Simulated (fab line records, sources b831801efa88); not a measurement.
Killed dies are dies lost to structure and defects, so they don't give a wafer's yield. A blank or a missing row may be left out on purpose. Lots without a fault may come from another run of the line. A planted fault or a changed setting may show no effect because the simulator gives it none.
One fault seen from 2 desks | flow sfq_line | each desk has only its own numbers; what lay behind them comes last

THE METROLOGY DESK
What the gauges read, lot by lot, whatever tool the lot ran on: means of the sampled wafers that have a number. A lot is out of limits, marked OUT, if its mean lies more than 4 standard deviations from the usual mean; the brackets give that distance.
Columns: A = I3_BOW at SFQ_I3_BOW_MEAS_922, usual 2 um
lot  | first seen here | A
L768 | day 29 15:00    | -16
L769 | day 30 07:20    | -5
L770 | day 30 13:20    | -8
L772 | day 30 22:21    | 13
L773 | day 31 07:21    | -4
L775 | day 31 13:20    | 10
L777 | day 33 22:20    | 8
L778 | day 34 07:20    | 4
L780 | day 35 10:42    | 6
L782 | day 35 19:41    | -10
L784 | day 36 22:20    | 1
L787 | day 38 04:20    | 6
L790 | day 39 14:38    | 13
This desk's finding: nothing out of limits on any of the 13 lots.

THE TOOL OWNER'S DESK: rie_diel-02
The tool's own readings at SFQ_TRILAYER_I2_VIA_BARC_OPEN_VIA_ETCH_096 (etches BARC in O2, target depth 125 nm, time 41.7 s): means of the sampled wafers that have a number, for each lot that ran on this tool. A lot is out of limits, marked OUT, if its mean lies more than 4 standard deviations from the usual mean; the brackets give that distance.
Columns: A = bias_w at SFQ_TRILAYER_I2_VIA_BARC_OPEN_VIA_ETCH_096, usual 79.98 W; B = drypump_motor_current_A at SFQ_TRILAYER_I2_VIA_BARC_OPEN_VIA_ETCH_096, usual 5.5 A; C = oes_product_au at SFQ_TRILAYER_I2_VIA_BARC_OPEN_VIA_ETCH_096, usual 0.685 a.u.; D = rf_fwd_power_W at SFQ_TRILAYER_I2_VIA_BARC_OPEN_VIA_ETCH_096, usual 494.6 W
lot  | first seen here | A               | B   | C     | D
L768 | day 26 01:50    | 79.79           | 5.8 | 0.688 | 492.9
L780 | day 32 01:10    | 80.24           | 5.4 | 0.685 | 494.2
L782 | day 32 16:25    | 80.12           | 5.6 | 0.686 | 494.2
L784 | day 33 12:49    | 82.61 (+10) OUT | 5.5 | 0.687 | 492.3
This desk's finding: out of limits on L784; first on L784, day 33 12:49 (bias_w at SFQ_TRILAYER_I2_VIA_BARC_OPEN_VIA_ETCH_096). In limits: L768, L780, L782.

PUT TOGETHER
The tool owner's desk could have raised an alarm at day 33 12:49, on L784.
The metrology desk saw nothing out of limits.
The metrology desk has L784 on record, within its limits.
Of the lots named, all ran SFQ_TRILAYER_I2_VIA_BARC_OPEN_VIA_ETCH_096 on rie_diel-02.

WHAT THE SIMULATOR HAD PUT IN
Process parameter drift: rie_diel-02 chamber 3, from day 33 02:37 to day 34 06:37, at SFQ_TRILAYER_I2_VIA_BARC_OPEN_VIA_ETCH_096. Setting bias_w, moved by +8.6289, from 80. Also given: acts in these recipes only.
Lots struck among those shown: L784.
Hours from the fault's start to each desk's first reading out of limits: the tool owner's desk, 10.
